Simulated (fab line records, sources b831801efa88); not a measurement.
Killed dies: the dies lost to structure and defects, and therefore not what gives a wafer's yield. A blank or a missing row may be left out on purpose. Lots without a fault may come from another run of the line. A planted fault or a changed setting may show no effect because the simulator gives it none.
A sampling plan put to the test / flow gf180mcu / one line in one fab, 48 faults in these records, each fault weighed on the records of the lots it struck
The plan is the line's own looks: the steps of the route at which a gauge or an inspection reads the wafer and doesn't change it. Where struck wafers have a number at a look and the file lists that look's usual mean and standard deviation on fault-free wafers, the look can be judged. Caught: a look later than the fault's first step finds the struck wafers' mean 4 or more of those standard deviations (sigma) from the usual mean. On the tool: the same test on the tool's own readings at the fault's steps. If the struck wafers alone have a blank record, or they carry another recipe, that too counts as caught.

== THE FAULTS, as the simulator had put them in ==
1. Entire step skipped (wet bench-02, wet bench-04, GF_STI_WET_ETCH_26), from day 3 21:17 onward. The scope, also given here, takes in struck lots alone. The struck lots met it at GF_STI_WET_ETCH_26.
2. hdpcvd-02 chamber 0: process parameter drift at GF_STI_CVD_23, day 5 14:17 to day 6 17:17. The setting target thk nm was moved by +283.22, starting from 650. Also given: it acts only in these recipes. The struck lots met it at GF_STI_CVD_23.
3. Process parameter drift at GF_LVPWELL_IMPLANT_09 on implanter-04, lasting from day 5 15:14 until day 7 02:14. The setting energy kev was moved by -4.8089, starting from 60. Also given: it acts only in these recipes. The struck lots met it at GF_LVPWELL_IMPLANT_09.
4. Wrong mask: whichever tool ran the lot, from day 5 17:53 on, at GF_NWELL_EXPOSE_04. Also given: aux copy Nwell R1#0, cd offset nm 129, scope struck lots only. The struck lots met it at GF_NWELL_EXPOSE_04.
5. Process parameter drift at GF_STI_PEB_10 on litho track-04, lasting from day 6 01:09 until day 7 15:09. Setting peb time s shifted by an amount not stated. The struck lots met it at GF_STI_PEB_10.
6. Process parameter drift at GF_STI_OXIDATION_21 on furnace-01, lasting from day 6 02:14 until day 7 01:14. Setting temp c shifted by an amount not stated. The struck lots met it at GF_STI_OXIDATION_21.
7. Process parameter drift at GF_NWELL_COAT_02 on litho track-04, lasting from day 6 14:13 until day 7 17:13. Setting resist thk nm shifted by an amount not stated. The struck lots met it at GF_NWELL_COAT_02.
8. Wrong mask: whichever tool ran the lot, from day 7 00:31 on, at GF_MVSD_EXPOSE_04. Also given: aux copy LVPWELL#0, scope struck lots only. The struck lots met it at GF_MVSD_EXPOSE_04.
9. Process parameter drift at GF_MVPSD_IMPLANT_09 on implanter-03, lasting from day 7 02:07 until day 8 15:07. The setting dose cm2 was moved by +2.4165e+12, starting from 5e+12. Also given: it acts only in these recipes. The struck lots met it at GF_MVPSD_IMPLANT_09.
10. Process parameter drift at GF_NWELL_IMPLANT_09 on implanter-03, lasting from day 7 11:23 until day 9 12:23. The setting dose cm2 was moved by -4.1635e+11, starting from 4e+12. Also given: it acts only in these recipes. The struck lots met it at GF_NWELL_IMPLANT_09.
11. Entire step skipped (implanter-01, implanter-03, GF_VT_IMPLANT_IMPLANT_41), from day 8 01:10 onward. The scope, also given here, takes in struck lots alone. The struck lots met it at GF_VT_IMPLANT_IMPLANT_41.
12. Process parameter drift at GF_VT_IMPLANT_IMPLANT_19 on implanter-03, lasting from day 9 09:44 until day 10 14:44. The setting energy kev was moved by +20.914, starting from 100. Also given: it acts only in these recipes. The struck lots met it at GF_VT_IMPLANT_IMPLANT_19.
13. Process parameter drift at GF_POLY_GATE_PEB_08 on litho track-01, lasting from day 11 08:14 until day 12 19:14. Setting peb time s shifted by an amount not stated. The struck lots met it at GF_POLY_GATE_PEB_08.
14. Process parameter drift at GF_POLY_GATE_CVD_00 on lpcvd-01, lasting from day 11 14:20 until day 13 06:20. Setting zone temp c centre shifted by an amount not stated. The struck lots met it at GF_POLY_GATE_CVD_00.
15. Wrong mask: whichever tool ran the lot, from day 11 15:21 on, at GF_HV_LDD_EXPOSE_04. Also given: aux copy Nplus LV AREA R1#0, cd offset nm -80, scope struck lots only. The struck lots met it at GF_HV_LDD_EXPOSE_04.
16. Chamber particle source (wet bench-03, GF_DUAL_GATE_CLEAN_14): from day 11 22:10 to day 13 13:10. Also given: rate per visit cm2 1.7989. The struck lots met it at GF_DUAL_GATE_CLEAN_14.
17. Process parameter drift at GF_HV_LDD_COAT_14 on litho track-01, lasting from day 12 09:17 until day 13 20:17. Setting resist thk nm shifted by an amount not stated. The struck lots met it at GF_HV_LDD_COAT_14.
18. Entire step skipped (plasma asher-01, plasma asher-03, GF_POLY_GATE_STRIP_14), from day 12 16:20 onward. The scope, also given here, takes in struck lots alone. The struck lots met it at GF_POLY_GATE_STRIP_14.
19. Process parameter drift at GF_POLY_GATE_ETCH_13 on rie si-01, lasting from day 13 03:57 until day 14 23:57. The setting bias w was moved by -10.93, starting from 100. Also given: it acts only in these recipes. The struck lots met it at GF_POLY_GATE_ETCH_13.
20. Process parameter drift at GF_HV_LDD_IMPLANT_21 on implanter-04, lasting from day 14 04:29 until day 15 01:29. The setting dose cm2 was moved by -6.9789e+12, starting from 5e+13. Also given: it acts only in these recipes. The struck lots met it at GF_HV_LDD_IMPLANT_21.
21. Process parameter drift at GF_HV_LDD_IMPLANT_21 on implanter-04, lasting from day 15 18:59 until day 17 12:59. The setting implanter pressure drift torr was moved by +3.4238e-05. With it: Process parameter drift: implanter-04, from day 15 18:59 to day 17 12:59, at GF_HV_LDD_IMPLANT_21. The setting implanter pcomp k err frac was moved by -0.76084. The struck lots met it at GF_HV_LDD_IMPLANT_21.
22. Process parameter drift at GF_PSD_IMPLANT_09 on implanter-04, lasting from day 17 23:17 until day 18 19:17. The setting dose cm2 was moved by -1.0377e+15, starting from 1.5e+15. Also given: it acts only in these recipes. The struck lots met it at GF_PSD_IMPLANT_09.
23. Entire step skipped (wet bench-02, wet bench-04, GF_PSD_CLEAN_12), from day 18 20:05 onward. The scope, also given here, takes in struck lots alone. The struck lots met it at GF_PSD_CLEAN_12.
24. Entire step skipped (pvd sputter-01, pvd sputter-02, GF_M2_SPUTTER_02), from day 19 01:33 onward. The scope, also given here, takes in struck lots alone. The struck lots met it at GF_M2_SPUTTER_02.
25. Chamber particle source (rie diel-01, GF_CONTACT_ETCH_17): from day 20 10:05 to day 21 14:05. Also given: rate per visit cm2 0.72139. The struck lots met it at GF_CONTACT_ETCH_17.
26. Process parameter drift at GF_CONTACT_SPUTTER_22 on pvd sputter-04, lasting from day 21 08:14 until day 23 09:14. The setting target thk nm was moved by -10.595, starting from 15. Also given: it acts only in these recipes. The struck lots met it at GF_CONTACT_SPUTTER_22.
27. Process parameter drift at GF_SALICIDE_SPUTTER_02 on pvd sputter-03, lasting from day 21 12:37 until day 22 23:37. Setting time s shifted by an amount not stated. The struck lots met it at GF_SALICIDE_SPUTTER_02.
28. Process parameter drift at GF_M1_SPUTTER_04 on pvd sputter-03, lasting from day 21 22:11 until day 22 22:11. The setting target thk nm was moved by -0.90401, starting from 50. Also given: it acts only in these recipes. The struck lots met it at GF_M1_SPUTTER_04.
29. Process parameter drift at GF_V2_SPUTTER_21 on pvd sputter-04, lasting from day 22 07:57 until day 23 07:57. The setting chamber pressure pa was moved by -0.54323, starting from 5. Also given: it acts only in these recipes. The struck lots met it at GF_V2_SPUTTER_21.
30. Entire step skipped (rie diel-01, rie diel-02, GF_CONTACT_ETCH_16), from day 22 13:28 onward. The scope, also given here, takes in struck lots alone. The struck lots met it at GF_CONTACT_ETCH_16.
31. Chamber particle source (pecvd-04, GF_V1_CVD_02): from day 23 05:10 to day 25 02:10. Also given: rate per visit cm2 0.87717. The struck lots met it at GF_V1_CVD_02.
32. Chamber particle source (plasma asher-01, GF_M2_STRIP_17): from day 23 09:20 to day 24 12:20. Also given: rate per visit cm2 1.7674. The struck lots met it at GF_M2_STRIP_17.
33. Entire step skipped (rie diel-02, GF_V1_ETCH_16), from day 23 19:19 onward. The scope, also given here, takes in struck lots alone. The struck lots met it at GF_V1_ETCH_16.
34. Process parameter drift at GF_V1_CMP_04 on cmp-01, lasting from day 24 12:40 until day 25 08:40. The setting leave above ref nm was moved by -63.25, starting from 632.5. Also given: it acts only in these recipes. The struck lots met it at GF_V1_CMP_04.
35. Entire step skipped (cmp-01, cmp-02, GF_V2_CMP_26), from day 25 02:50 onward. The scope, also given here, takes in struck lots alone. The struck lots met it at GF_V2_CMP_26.
36. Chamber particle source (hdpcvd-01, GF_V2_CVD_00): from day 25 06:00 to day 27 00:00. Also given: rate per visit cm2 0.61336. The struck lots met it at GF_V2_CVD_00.
37. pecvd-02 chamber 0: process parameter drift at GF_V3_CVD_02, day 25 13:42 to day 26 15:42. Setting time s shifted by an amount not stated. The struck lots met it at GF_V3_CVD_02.
38. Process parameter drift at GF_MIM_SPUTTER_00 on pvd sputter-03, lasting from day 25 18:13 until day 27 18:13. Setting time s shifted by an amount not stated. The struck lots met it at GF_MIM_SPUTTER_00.
39. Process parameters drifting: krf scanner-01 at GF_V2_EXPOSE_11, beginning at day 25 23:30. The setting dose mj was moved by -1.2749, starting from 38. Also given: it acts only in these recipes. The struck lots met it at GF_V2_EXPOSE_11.
40. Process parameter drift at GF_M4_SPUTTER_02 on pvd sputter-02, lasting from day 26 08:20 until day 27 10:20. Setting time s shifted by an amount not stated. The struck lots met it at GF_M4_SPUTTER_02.
41. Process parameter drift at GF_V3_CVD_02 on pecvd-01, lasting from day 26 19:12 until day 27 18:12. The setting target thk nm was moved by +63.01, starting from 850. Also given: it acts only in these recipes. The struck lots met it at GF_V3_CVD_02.
42. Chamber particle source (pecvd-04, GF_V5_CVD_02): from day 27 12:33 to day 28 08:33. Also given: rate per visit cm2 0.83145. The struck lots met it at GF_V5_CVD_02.
43. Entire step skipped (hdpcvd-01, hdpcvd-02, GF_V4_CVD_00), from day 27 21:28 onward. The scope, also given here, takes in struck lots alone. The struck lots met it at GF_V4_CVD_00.
44. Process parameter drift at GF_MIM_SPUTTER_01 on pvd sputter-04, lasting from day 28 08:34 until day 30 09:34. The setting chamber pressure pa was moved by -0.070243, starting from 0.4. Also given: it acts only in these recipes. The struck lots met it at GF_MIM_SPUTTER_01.
45. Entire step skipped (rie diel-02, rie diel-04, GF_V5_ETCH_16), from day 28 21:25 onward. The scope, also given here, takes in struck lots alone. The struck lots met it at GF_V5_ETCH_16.
46. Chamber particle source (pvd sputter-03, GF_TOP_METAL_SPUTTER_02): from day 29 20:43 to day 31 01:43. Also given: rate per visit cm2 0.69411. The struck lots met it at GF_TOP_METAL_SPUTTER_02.
47. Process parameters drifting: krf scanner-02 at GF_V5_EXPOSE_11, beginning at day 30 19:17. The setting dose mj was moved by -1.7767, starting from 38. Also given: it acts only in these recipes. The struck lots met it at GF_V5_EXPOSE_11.
48. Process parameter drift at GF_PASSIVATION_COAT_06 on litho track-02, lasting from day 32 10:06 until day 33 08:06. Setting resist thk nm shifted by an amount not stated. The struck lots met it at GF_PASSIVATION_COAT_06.

== WHAT THE PLAN SAW ==
fault=1; on the tool itself=the tool's record is blank for the struck wafers; first look that catches it=no look after it can be judged; reading, sigma=-; median hours from its first step to that look=-; hours from the fault's start to the first struck lot there=-; judged looks passed uncaught=0
fault=2; on the tool itself=no reading that can be judged; first look that catches it=GF_STI_THK_MEAS_24; reading, sigma=STI_CVD_23_THK +35; median hours from its first step to that look=0.1; hours from the fault's start to the first struck lot there=7; judged looks passed uncaught=0
fault=3; on the tool itself=beam energy keV -99 or beyond sigma; first look that catches it=no look after it can be judged; reading, sigma=-; median hours from its first step to that look=-; hours from the fault's start to the first struck lot there=-; judged looks passed uncaught=0
fault=4; on the tool itself=no reading that can be judged; first look that catches it=no look after it can be judged; reading, sigma=-; median hours from its first step to that look=-; hours from the fault's start to the first struck lot there=-; judged looks passed uncaught=0
fault=5; on the tool itself=under 2 sigma; first look that catches it=GF_STI_CD_MEAS_12; reading, sigma=cd nm -4.0; median hours from its first step to that look=0.4; hours from the fault's start to the first struck lot there=12; judged looks passed uncaught=0
fault=6; on the tool itself=tube center temp C +99 or beyond sigma; first look that catches it=GF_STI_THK_MEAS_22; reading, sigma=STI_OXIDATION_01_THK +12; median hours from its first step to that look=1.1; hours from the fault's start to the first struck lot there=3; judged looks passed uncaught=0
fault=7; on the tool itself=under 2 sigma; first look that catches it=none of the 2 looks that can be judged after it; reading, sigma=-; median hours from its first step to that look=-; hours from the fault's start to the first struck lot there=-; judged looks passed uncaught=2
fault=8; on the tool itself=no reading that can be judged; first look that catches it=GF_MVSD_TW_MEAS_11; reading, sigma=MVSD_TW -99 or beyond; median hours from its first step to that look=8.1; hours from the fault's start to the first struck lot there=10; judged looks passed uncaught=0
fault=9; on the tool itself=dose ions cm2 +99 or beyond sigma; first look that catches it=GF_VT_IMPLANT_RS_MEAS_49; reading, sigma=MVPSD_RS -32; median hours from its first step to that look=68.1; hours from the fault's start to the first struck lot there=79; judged looks passed uncaught=0
fault=10; on the tool itself=dose ions cm2 -91 sigma; first look that catches it=GF_VT_IMPLANT_RS_MEAS_47; reading, sigma=NWELL_RS +4.8; median hours from its first step to that look=124.0; hours from the fault's start to the first struck lot there=127; judged looks passed uncaught=1
fault=11; on the tool itself=the tool's record is blank for the struck wafers; first look that catches it=GF_VT_IMPLANT_TW_MEAS_43; reading, sigma=VT_IMPLANT_4_TW -99 or beyond; median hours from its first step to that look=0.2; hours from the fault's start to the first struck lot there=1; judged looks passed uncaught=0
fault=12; on the tool itself=beam energy keV +99 or beyond sigma; first look that catches it=GF_VT_IMPLANT_TW_MEAS_21; reading, sigma=VT_IMPLANT_2_TW +6.4; median hours from its first step to that look=0.2; hours from the fault's start to the first struck lot there=3; judged looks passed uncaught=0
fault=13; on the tool itself=no reading that can be judged; first look that catches it=none of the 2 looks that can be judged after it; reading, sigma=-; median hours from its first step to that look=-; hours from the fault's start to the first struck lot there=-; judged looks passed uncaught=2
fault=14; on the tool itself=spike tc centre C +12 sigma; first look that catches it=GF_POLY_GATE_THK_MEAS_01; reading, sigma=POLY_GATE_CVD_00_THK +8.1; median hours from its first step to that look=1.7; hours from the fault's start to the first struck lot there=4; judged looks passed uncaught=0
fault=15; on the tool itself=no reading that can be judged; first look that catches it=GF_HV_LDD_CD_MEAS_07; reading, sigma=cd nm -23; median hours from its first step to that look=8.9; hours from the fault's start to the first struck lot there=13; judged looks passed uncaught=0
fault=16; on the tool itself=under 2 sigma; first look that catches it=none of the 2 looks that can be judged after it; reading, sigma=-; median hours from its first step to that look=-; hours from the fault's start to the first struck lot there=-; judged looks passed uncaught=2
fault=17; on the tool itself=no reading that can be judged; first look that catches it=not the one look that can be judged after it; reading, sigma=-; median hours from its first step to that look=-; hours from the fault's start to the first struck lot there=-; judged looks passed uncaught=1
fault=18; on the tool itself=the tool's record is blank for the struck wafers; first look that catches it=no look after it can be judged; reading, sigma=-; median hours from its first step to that look=-; hours from the fault's start to the first struck lot there=-; judged looks passed uncaught=0
fault=19; on the tool itself=bias w -36 sigma; first look that catches it=no look after it can be judged; reading, sigma=-; median hours from its first step to that look=-; hours from the fault's start to the first struck lot there=-; judged looks passed uncaught=0
fault=20; on the tool itself=dose ions cm2 -99 or beyond sigma; first look that catches it=GF_HV_LDD_TW_MEAS_23; reading, sigma=HV_LDD_2_TW -7.5; median hours from its first step to that look=0.2; hours from the fault's start to the first struck lot there=3; judged looks passed uncaught=0
fault=21; on the tool itself=end station pressure torr +99 or beyond sigma; first look that catches it=GF_HV_LDD_TW_MEAS_23; reading, sigma=HV_LDD_2_TW +4.2; median hours from its first step to that look=0.2; hours from the fault's start to the first struck lot there=3; judged looks passed uncaught=0
fault=22; on the tool itself=dose ions cm2 -99 or beyond sigma; first look that catches it=GF_PSD_TW_MEAS_11; reading, sigma=PSD_TW -45; median hours from its first step to that look=0.3; hours from the fault's start to the first struck lot there=4; judged looks passed uncaught=0
fault=23; on the tool itself=no reading that can be judged; first look that catches it=no look after it can be judged; reading, sigma=-; median hours from its first step to that look=-; hours from the fault's start to the first struck lot there=-; judged looks passed uncaught=0
fault=24; on the tool itself=the tool's record is blank for the struck wafers; first look that catches it=GF_M2_RS_MEAS_05; reading, sigma=M2_ALCU_RS +99 or beyond; median hours from its first step to that look=0.1; hours from the fault's start to the first struck lot there=0; judged looks passed uncaught=0
fault=25; on the tool itself=under 2 sigma; first look that catches it=not the one look that can be judged after it; reading, sigma=-; median hours from its first step to that look=-; hours from the fault's start to the first struck lot there=-; judged looks passed uncaught=1
fault=26; on the tool itself=under 2 sigma; first look that catches it=none of the 2 looks that can be judged after it; reading, sigma=-; median hours from its first step to that look=-; hours from the fault's start to the first struck lot there=-; judged looks passed uncaught=2
fault=27; on the tool itself=under 2 sigma; first look that catches it=GF_SALICIDE_RS_MEAS_04; reading, sigma=SALICIDE_TIN_RS +5.7; median hours from its first step to that look=0.1; hours from the fault's start to the first struck lot there=3; judged looks passed uncaught=0
fault=28; on the tool itself=under 2 sigma; first look that catches it=none of the 7 looks that can be judged after it; reading, sigma=-; median hours from its first step to that look=-; hours from the fault's start to the first struck lot there=-; judged looks passed uncaught=7
fault=29; on the tool itself=chamber pressure pa -56 sigma; first look that catches it=no look after it can be judged; reading, sigma=-; median hours from its first step to that look=-; hours from the fault's start to the first struck lot there=-; judged looks passed uncaught=0
fault=30; on the tool itself=the tool's record is blank for the struck wafers; first look that catches it=no look after it can be judged; reading, sigma=-; median hours from its first step to that look=-; hours from the fault's start to the first struck lot there=-; judged looks passed uncaught=0
fault=31; on the tool itself=under 2 sigma; first look that catches it=not the one look that can be judged after it; reading, sigma=-; median hours from its first step to that look=-; hours from the fault's start to the first struck lot there=-; judged looks passed uncaught=1
fault=32; on the tool itself=under 2 sigma; first look that catches it=not the one look that can be judged after it; reading, sigma=-; median hours from its first step to that look=-; hours from the fault's start to the first struck lot there=-; judged looks passed uncaught=1
fault=33; on the tool itself=the tool's record is blank for the struck wafers; first look that catches it=no look after it can be judged; reading, sigma=-; median hours from its first step to that look=-; hours from the fault's start to the first struck lot there=-; judged looks passed uncaught=0
fault=34; on the tool itself=time to endpoint s +5.7 sigma; first look that catches it=not the one look that can be judged after it; reading, sigma=-; median hours from its first step to that look=-; hours from the fault's start to the first struck lot there=-; judged looks passed uncaught=1
fault=35; on the tool itself=no reading that can be judged; first look that catches it=no look after it can be judged; reading, sigma=-; median hours from its first step to that look=-; hours from the fault's start to the first struck lot there=-; judged looks passed uncaught=0
fault=36; on the tool itself=under 2 sigma; first look that catches it=not the one look that can be judged after it; reading, sigma=-; median hours from its first step to that look=-; hours from the fault's start to the first struck lot there=-; judged looks passed uncaught=1
fault=37; on the tool itself=run length s -99 or beyond sigma; first look that catches it=GF_V3_THK_MEAS_03; reading, sigma=V3_CVD_02_THK -47; median hours from its first step to that look=0.1; hours from the fault's start to the first struck lot there=4; judged looks passed uncaught=0
fault=38; on the tool itself=under 2 sigma; first look that catches it=no look after it can be judged; reading, sigma=-; median hours from its first step to that look=-; hours from the fault's start to the first struck lot there=-; judged looks passed uncaught=0
fault=39; on the tool itself=exposure dose mJ cm2 -27 sigma; first look that catches it=GF_V2_CD_MEAS_14; reading, sigma=cd nm -5.0; median hours from its first step to that look=10.3; hours from the fault's start to the first struck lot there=13; judged looks passed uncaught=0
fault=40; on the tool itself=under 2 sigma; first look that catches it=GF_M4_RS_MEAS_05; reading, sigma=M4_ALCU_RS +82; median hours from its first step to that look=0.1; hours from the fault's start to the first struck lot there=8; judged looks passed uncaught=0
fault=41; on the tool itself=under 2 sigma; first look that catches it=GF_V3_THK_MEAS_03; reading, sigma=V3_CVD_02_THK +5.2; median hours from its first step to that look=0.1; hours from the fault's start to the first struck lot there=3; judged looks passed uncaught=0
fault=42; on the tool itself=under 2 sigma; first look that catches it=no look after it can be judged; reading, sigma=-; median hours from its first step to that look=-; hours from the fault's start to the first struck lot there=-; judged looks passed uncaught=0
fault=43; on the tool itself=the tool's record is blank for the struck wafers; first look that catches it=not the one look that can be judged after it; reading, sigma=strongest: V4_BOW at GF_V4_BOW_MEAS_05, -3.2; median hours from its first step to that look=-; hours from the fault's start to the first struck lot there=-; judged looks passed uncaught=1
fault=44; on the tool itself=chamber pressure pa -85 sigma; first look that catches it=no look after it can be judged; reading, sigma=-; median hours from its first step to that look=-; hours from the fault's start to the first struck lot there=-; judged looks passed uncaught=0
fault=45; on the tool itself=the tool's record is blank for the struck wafers; first look that catches it=no look after it can be judged; reading, sigma=-; median hours from its first step to that look=-; hours from the fault's start to the first struck lot there=-; judged looks passed uncaught=0
fault=46; on the tool itself=under 2 sigma; first look that catches it=not the one look that can be judged after it; reading, sigma=-; median hours from its first step to that look=-; hours from the fault's start to the first struck lot there=-; judged looks passed uncaught=1
fault=47; on the tool itself=exposure dose mJ cm2 -39 sigma; first look that catches it=GF_V5_CD_MEAS_14; reading, sigma=cd nm -6.3; median hours from its first step to that look=8.4; hours from the fault's start to the first struck lot there=21; judged looks passed uncaught=0
fault=48; on the tool itself=no reading that can be judged; first look that catches it=no look after it can be judged; reading, sigma=-; median hours from its first step to that look=-; hours from the fault's start to the first struck lot there=-; judged looks passed uncaught=0
Dash: fault not caught, or number not given in these records.

Caught at a look: 20 of 48. Caught on the tool: 24 of 48. By one or the other: 31 of 48.
Faults 1, 3, 18, 19, 29, 30, 33, 34, 43, 44, 45 were caught on the tool alone.
Caught at a look alone: faults 2, 5, 8, 15, 27, 40, 41.
Caught by neither: faults 4, 7, 13, 16, 17, 23, 25, 26, 28, 31, 32, 35, 36, 38, 42, 46, 48.

== THINNER SAMPLING ==
In the worst case, this is how late the first struck lot would be measured if the look that catches a fault measured only every second or every third lot, by lot number:
fault=2; struck lots at that look, in order of time=L163, L164, L165; every lot=7 h; every second lot=11 h; every third lot=15 h
fault=5; struck lots at that look, in order of time=L233; every lot=12 h; every second lot=may miss it; every third lot=may miss it
fault=6; struck lots at that look, in order of time=L514, L515, L516; every lot=3 h; every second lot=8 h; every third lot=13 h
fault=8; struck lots at that look, in order of time=L568; every lot=10 h; every second lot=may miss it; every third lot=may miss it
fault=9; struck lots at that look, in order of time=L374, L376; every lot=79 h; every second lot=may miss all 2; every third lot=may miss all 2
fault=10; struck lots at that look, in order of time=L757, L758; every lot=127 h; every second lot=135 h; every third lot=may miss all 2
fault=11; struck lots at that look, in order of time=L888, L889; every lot=1 h; every second lot=4 h; every third lot=may miss all 2
fault=12; struck lots at that look, in order of time=L827, L829; every lot=3 h; every second lot=may miss all 2; every third lot=may miss all 2
fault=14; struck lots at that look, in order of time=L734, L735; every lot=4 h; every second lot=11 h; every third lot=may miss all 2
fault=15; struck lots at that look, in order of time=L462; every lot=13 h; every second lot=may miss it; every third lot=may miss it
fault=20; struck lots at that look, in order of time=L952, L955; every lot=3 h; every second lot=20 h; every third lot=may miss all 2
fault=21; struck lots at that look, in order of time=L566, L567, L568; every lot=3 h; every second lot=10 h; every third lot=14 h
fault=22; struck lots at that look, in order of time=L426, L427; every lot=4 h; every second lot=15 h; every third lot=may miss all 2
fault=24; struck lots at that look, in order of time=L701, L702, L703; every lot=0 h; every second lot=26 h; every third lot=32 h
fault=27; struck lots at that look, in order of time=L284, L285; every lot=3 h; every second lot=14 h; every third lot=may miss all 2
fault=37; struck lots at that look, in order of time=L137, L138, L139; every lot=4 h; every second lot=10 h; every third lot=14 h
fault=39; struck lots at that look, in order of time=L706, L708; every lot=13 h; every second lot=may miss all 2; every third lot=may miss all 2
fault=40; struck lots at that look, in order of time=L799, L800; every lot=8 h; every second lot=14 h; every third lot=may miss all 2
fault=41; struck lots at that look, in order of time=L620, L622; every lot=3 h; every second lot=may miss all 2; every third lot=may miss all 2
fault=47; struck lots at that look, in order of time=L405, L408, L410; every lot=21 h; every second lot=38 h; every third lot=may miss all 3
Hours are from the fault's start to the first struck lot that is measured. 4 sigma limit: tested on the pooled struck wafers, so a lone lot may be under it. Other struck lots may not be in these records.

== THE LONGEST TIMED WAY FROM STEP TO LOOK ==
Fault 10: the median time between GF_NWELL_IMPLANT_09 and GF_VT_IMPLANT_RS_MEAS_47 is 124.0 hours. The look between them that can be judged stayed within 4 sigma: GF_MVPSD_OVL_MEAS_07.
